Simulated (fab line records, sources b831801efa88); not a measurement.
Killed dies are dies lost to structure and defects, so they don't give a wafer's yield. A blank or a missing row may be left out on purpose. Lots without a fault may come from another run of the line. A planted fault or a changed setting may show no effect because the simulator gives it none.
Which tool did it? | flow gf180mcu | 13 lots, 39 wafers sampled, at 2 steps of a route of 602

WHAT THE GAUGES READ, wafer by wafer
GF_M1_CD_MEAS_14: target cd 230 nm. Usual: cd_nm 229.6 nm, standard deviation 1.2.
lot  | measured     | on        | cd_nm (nm)        | flag
L135 | day 17 10:52 | cd_sem-01 | 229.8 230.3 229.2 |
L136 | day 17 15:07 | cd_sem-01 | 230.9 230.0 231.4 |
L138 | day 18 00:52 | cd_sem-01 | 228.0 228.1 227.1 |
L137 | day 18 03:22 | cd_sem-02 | 229.0 229.7 229.1 |
L142 | day 19 18:18 | cd_sem-02 | 231.2 232.3 230.4 |
L144 | day 20 19:04 | cd_sem-01 | 231.3 231.3 230.8 |
L148 | day 22 07:05 | cd_sem-01 | 227.7 227.9 228.2 |
L152 | day 23 13:22 | cd_sem-02 | 228.1 228.1 228.1 |
L153 | day 24 01:23 | cd_sem-02 | 229.4 228.1 229.4 |
L156 | day 24 12:26 | cd_sem-02 | 228.5 229.9 229.1 |
L155 | day 24 15:15 | cd_sem-01 | 228.2 228.2 227.8 |
L157 | day 25 02:42 | cd_sem-02 | 230.9 229.6 229.6 |
L158 | day 25 11:07 | cd_sem-02 | 231.3 230.0 230.7 |

GF_V1_THK_MEAS_25: measures by xrf. Usual: V1_W_THK 353 nm, standard deviation 4.4.
lot  | measured     | on            | V1_W_THK (nm) | flag
L135 | day 18 14:10 | film_metro-03 | 354 355 354   |
L136 | day 18 17:58 | film_metro-01 | 352 353 357   |
L138 | day 19 02:51 | film_metro-03 | 354 359 360   |
L137 | day 19 06:22 | film_metro-02 | 346 347 350   |
L142 | day 20 21:31 | film_metro-02 | 350 346 348   |
L144 | day 21 20:50 | film_metro-01 | 347 351 354   |
L148 | day 23 07:50 | film_metro-02 | 353 357 352   |
L152 | day 24 14:37 | film_metro-02 | 347 351 347   |
L153 | day 25 02:02 | film_metro-03 | 360 360 361   |
L156 | day 25 12:48 | film_metro-01 | 355 357 356   |
L155 | day 25 15:15 | film_metro-03 | 350 350 348   |
L157 | day 26 02:40 | film_metro-02 | 356 353 358   |
L158 | day 26 11:07 | film_metro-01 | 350 347 349   |

WHICH TOOL RAN EACH LOT (tool, then ch and the chambers of the sampled wafers, then the start)
The record holds no process step before these readings.

WHAT THE TOOLS THEMSELVES READ (means of the sampled wafers that have a number; where no wafer has one, the mark that the record gives instead)
The record holds no such reading with a usual standard deviation.

THE ANSWER, worked out from the rows above alone
Rule: a lot is off if the mean of its wafers that have a number lies more than 3 standard deviations from the usual mean. A lot without any number at a reading at which 4 lots or more have one is off too. The other lots that the step has rows for count as sound. The gauges are gone through in route order, then the tools' own readings, and for those a lot's mean is taken as printed above. The first step at which some lot is off is used, and at that step the reading that is off furthest; a lot without a number counts as furthest.
No lot is off at any reading shown: from this, nothing can be told.

WHAT THE SIMULATOR HAD PUT IN
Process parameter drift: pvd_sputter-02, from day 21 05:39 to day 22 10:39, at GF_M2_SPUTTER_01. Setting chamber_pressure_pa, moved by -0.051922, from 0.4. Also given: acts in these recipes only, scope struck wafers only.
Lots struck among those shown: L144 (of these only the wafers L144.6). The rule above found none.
